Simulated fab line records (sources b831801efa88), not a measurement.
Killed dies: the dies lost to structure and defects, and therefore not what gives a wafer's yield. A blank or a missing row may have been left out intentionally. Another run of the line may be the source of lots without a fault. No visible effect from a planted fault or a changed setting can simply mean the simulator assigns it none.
The same fault as seen by 2 desks -- flow gf180mcu -- only its own numbers are on each desk; what lay behind them is given at the end

FOR THE TOOL OWNER'S DESK: iline_stepper-02
The tool's own readings at GF_TOP_METAL_EXPOSE_11 (exposes mask MetalTop, target cd 440 nm): means of the sampled wafers that have a number, for each lot that ran on this tool. Marked OUT: a lot whose mean sits more than 4 standard deviations from the usual mean, which makes it out of limits; the brackets give that distance.
Columns: A = exposure_dose_mJ_cm2 at GF_TOP_METAL_EXPOSE_11, usual 170.03; B = focus_offset_nm at GF_TOP_METAL_EXPOSE_11, usual 0.2 nm
lot,first seen here,A,B
L178,day 29 23:49,169.91,0.3
L184,day 31 10:29,169.91,0.5
L185,day 31 15:05,170.00,0.9
L197,day 34 08:20,170.14,-0.8
This desk found nothing out of limits on any of the 4 lots.

AT THE METROLOGY DESK
Lot by lot, what the gauges showed, no matter which tool ran the lot: averages of those sampled wafers that carry a number. Marked OUT: a lot whose mean sits more than 4 standard deviations from the usual mean, which makes it out of limits; the brackets give that distance.
Columns: A = V5_W_RS at GF_V5_RS_MEAS_24, usual 0.3278 ohm/sq
lot,first seen here,A
L174,day 27 20:04,0.3282
L175,day 28 02:00,0.3281
L176,day 28 18:28,0.3296
L177,day 28 22:02,0.3282
L179,day 29 09:22,0.3243
L178,day 29 13:19,0.3279
L180,day 29 14:01,0.3274
L181,day 30 00:10,0.3294
L182,day 30 08:01,0.3241
L184,day 31 00:26,0.3329
L185,day 31 04:55,0.3297
L187,day 31 15:19,0.3257
L188,day 31 23:38,0.3276
L197,day 33 23:58,0.3280
This desk found nothing out of limits on any of the 14 lots.

TAKEN TOGETHER
The tool owner's desk saw nothing out of limits.
At the metrology desk, nothing out of limits was observed.

WHAT THE SIMULATOR HAD PUT IN
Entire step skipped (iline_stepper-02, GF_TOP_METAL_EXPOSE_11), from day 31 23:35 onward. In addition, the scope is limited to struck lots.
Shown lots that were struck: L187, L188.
